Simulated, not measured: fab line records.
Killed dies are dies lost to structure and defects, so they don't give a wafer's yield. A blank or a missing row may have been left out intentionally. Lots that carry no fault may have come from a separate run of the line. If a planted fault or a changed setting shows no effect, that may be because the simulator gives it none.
Which of the tools did it? | flow gf180mcu | 13 lots with 39 wafers sampled at 2 steps, on a route of 602 steps

WHAT EACH GAUGE READ, for each wafer
GF_STI_THK_MEAS_04.
lot  | measured    | on            | STI_CVD_03_THK (nm)
L235 | day 1 13:34 | film metro-01 | 205.9 203.8 206.1
L236 | day 1 19:55 | film metro-03 | 205.0 205.7 207.1
L238 | day 2 07:52 | film metro-01 | 206.6 207.3 206.1
L239 | day 2 10:31 | film metro-01 | 204.2 205.8 205.4
L240 | day 2 14:34 | film metro-01 | 204.4 206.0 205.7
L243 | day 3 06:22 | film metro-02 | 204.9 205.8 204.2
L244 | day 3 10:46 | film metro-02 | 204.8 203.5 202.8
L251 | day 4 22:28 | film metro-01 | 240.4 241.4 242.0 240.7 241.3 241.7
L252 | day 5 03:38 | film metro-02 | 240.2 243.2 242.0 240.4 243.2 241.8
L253 | day 5 08:19 | film metro-02 | 239.0 240.5 241.0 239.1 240.1 241.0
L255 | day 5 17:47 | film metro-01 | 206.8 206.2 208.8
L256 | day 5 22:34 | film metro-01 | 204.7 205.7 203.7
L257 | day 6 03:43 | film metro-02 | 205.8 208.0 205.0

EACH LOT AND THE TOOL THAT RAN IT (in order: tool; ch and the chambers of the sampled wafers; start)
lot  | GF_STI_CVD_03
L235 | lpcvd-02 ch 1, day 1 11:34
L236 | lpcvd-02 ch 1, day 1 17:55
L238 | lpcvd-01 ch 1, day 2 05:53
L239 | lpcvd-01 ch 0, day 2 08:31
L240 | lpcvd-02 ch 0, day 2 12:34
L243 | lpcvd-02 ch 0, day 3 04:22
L244 | lpcvd-02 ch 1, day 3 08:47
L251 | lpcvd-02 ch 0, day 4 20:29
L252 | lpcvd-02 ch 0, day 5 01:38
L253 | lpcvd-02 ch 1, day 5 06:19
L255 | lpcvd-01 ch 1, day 5 15:48
L256 | lpcvd-01 ch 0, day 5 20:34
L257 | lpcvd-01 ch 0, day 6 01:43
- GF_STI_CVD_03: deposits Si3N4 from DCS/NH3, target thk 207.16 nm, time 3551 s.

AS READ BY THE TOOLS THEMSELVES (means over the sampled wafers that have a number; for cases with no such wafer, the mark the record gives instead)
GF_STI_CVD_03.
lot  | tool     | spike tc bottom C (C) | spike tc centre C (C) | spike tc lower C (C) | spike tc top C (C) | spike tc upper C (C) | susceptor temp C (C) | zone power lower pct (%)
L235 | lpcvd-02 | 789.8                 | 771.9                 | 770.2                | 783.2              | 769.8                | 769.4                | 11.4
L236 | lpcvd-02 | 790.0                 | 772.5                 | 769.7                | 783.4              | 770.6                | 770.2                | 11.4
L238 | lpcvd-01 | 789.8                 | 771.7                 | 767.5                | 782.6              | 770.0                | 770.2                | 12.5
L239 | lpcvd-01 | 791.3                 | 771.4                 | 769.4                | 783.9              | 769.0                | 770.3                | 11.3
L240 | lpcvd-02 | 791.8                 | 769.0                 | 772.8                | 780.3              | 770.5                | 770.6                | 13.1
L243 | lpcvd-02 | 791.3                 | 769.9                 | 772.2                | 781.5              | 770.2                | 769.8                | 12.9
L244 | lpcvd-02 | 789.7                 | 771.7                 | 770.1                | 783.5              | 770.0                | 770.0                | 11.5
L251 | lpcvd-02 | 799.3                 | 776.8                 | 780.0                | 788.8              | 780.5                | 778.7                | 13.2
L252 | lpcvd-02 | 799.6                 | 777.3                 | 780.2                | 787.9              | 779.9                | 778.5                | 13.3
L253 | lpcvd-02 | 798.0                 | 780.9                 | 778.1                | 790.1              | 778.5                | 778.1                | 11.6
L255 | lpcvd-01 | 788.3                 | 770.8                 | 767.1                | 781.7              | 770.2                | 769.9                | 12.5
L256 | lpcvd-01 | 791.2                 | 771.5                 | 771.3                | 783.3              | 770.0                | 770.2                | 11.4
L257 | lpcvd-01 | 791.0                 | 771.1                 | 769.9                | 784.9              | 769.3                | 769.8                | 11.3

THE ANSWER, worked out from the rows above alone
Rule: what is usual is taken from the lots themselves. The widest of any qualifying gaps counts: lots, ordered by their means at a reading, are off when they make up no more than a third of the lots, leave a main group of 4 or more, and stand apart from it by 3 or more times the standard deviation of that group's means. If all means in a main group match to the digits the tables above print for the reading, that group is not used. A lot without any number at a reading at which 4 lots or more have one is off too. Any other lot the step has rows for is counted as sound. Order of review: gauges by route order, followed by the tools' own readings, for which a lot's mean as printed above is used. The first step at which some lot is off is used, and at that step the reading that is off furthest; a lot without a number counts as furthest.
Off: at GF_STI_THK_MEAS_04 (STI_CVD_03_THK), L251, L252, L253. The main group has a mean of 205.5 nm with a standard deviation of 0.98.
A tool fits if, at a process step before that reading, it ran every lot that is off, and no sound lot after the first of them. The gauges at GF_STI_THK_MEAS_04 aren't tried: what is off there is off at GF_STI_CVD_03 too, on other tools, and a gauge's error can't cause that. One candidate fits, namely lpcvd-02 at GF_STI_CVD_03. A fault onset in the window from L244 (day 3 08:47, its last sound lot) to L251 (day 4 20:29, its first lot off) fits.
The tool's own readings at GF_STI_CVD_03 bear it out: on the lots that are off they differ by more than 5 times the standard deviation of the sound lots' means. spike tc bottom C reads 799.0 C there against 790.4 C on the sound lots; spike tc centre C reads 778.3 C there against 771.1 C on the sound lots; spike tc lower C reads 779.4 C there against 770.0 C on the sound lots; spike tc upper C reads 779.6 C there against 770.0 C on the sound lots; susceptor temp C reads 778.4 C there against 770.0 C on the sound lots.

WHAT THE SIMULATOR HAD PUT IN
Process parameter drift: lpcvd-02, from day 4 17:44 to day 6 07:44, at GF_STI_CVD_03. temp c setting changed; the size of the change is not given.
Struck lots among those shown: L251, L252, L253. The rule given above showed the same thing.
